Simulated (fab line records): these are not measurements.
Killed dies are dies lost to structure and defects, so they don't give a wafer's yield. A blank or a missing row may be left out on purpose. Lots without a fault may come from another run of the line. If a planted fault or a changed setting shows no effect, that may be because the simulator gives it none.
The same fault as seen by 2 desks / flow gf180mcu / numbers are kept per desk, each desk with only its own; the story behind them comes last

== DESK OF THE TOOL OWNER: litho track-03 ==
Per lot that ran on this tool, the mean of the sampled wafers carrying a number, from the tool's own readings at GF_M3_SOFTBAKE_10 (time 60 s). Marked OUT: a lot whose mean sits more than 4 standard deviations from the usual mean, which makes it out of limits; the brackets give that distance.
Columns: A = heater power total W at GF_M3_SOFTBAKE_10, usual 93.05 W; B = run length s at GF_M3_SOFTBAKE_10, usual 89.19 s
lot=L280; first seen here=day 20 09:58; A=93.10; B=89.22
lot=L283; first seen here=day 22 06:43; A=93.04; B=89.24
lot=L285; first seen here=day 22 20:53; A=93.10; B=89.26
lot=L290; first seen here=day 24 12:40; A=100.69 (+99 or more) OUT; B=76.37 (-99 or more) OUT
lot=L292; first seen here=day 25 01:14; A=100.64 (+99 or more) OUT; B=76.49 (-99 or more) OUT
lot=L299; first seen here=day 27 16:35; A=93.11; B=89.31
lot=L302; first seen here=day 28 03:56; A=92.98; B=89.19
This desk's verdict: out of limits on L290, L292, starting with L290 at day 24 12:40 (heater power total W at GF_M3_SOFTBAKE_10). In limits: L280, L283, L285, L299, L302.

== AT THE METROLOGY DESK ==
What the gauges read for every lot (on any tool): the sampled wafers with a number, averaged. Marked OUT: a lot whose mean sits more than 4 standard deviations from the usual mean, which makes it out of limits; the brackets give that distance.
Columns: A = V3_OVL at GF_V3_OVL_MEAS_15, usual -3 nm
lot=L280; first seen here=day 22 00:05; A=-7
lot=L282; first seen here=day 23 15:29; A=3
lot=L283; first seen here=day 23 18:50; A=2
lot=L284; first seen here=day 24 01:26; A=-5
lot=L285; first seen here=day 24 06:58; A=3
lot=L290; first seen here=day 25 22:59; A=2
lot=L292; first seen here=day 26 09:58; A=-0
lot=L294; first seen here=day 27 07:26; A=-5
lot=L295; first seen here=day 27 16:08; A=-2
lot=L298; first seen here=day 28 19:04; A=1
lot=L299; first seen here=day 28 22:38; A=-6
lot=L300; first seen here=day 29 03:43; A=-8
lot=L302; first seen here=day 29 10:34; A=-4
Finding of this desk: none of the 13 lots has anything out of limits.

== BROUGHT TOGETHER ==
The tool owner's desk had the chance to raise an alarm at day 24 12:40 on L290, L292.
Metrology desk: nothing out of limits seen.
The metrology desk has L290, L292 on record, within its limits.
The lots listed all ran GF_M3_SOFTBAKE_10 on litho track-03.

== WHAT WAS PUT IN BY THE SIMULATOR ==
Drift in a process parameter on litho track-03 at GF_M3_SOFTBAKE_10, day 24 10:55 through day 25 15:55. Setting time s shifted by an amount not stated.
Struck lots among those shown: L290, L292.
How many hours passed from the start of the fault until each desk's first out-of-limits reading: the tool owner's desk, 2.
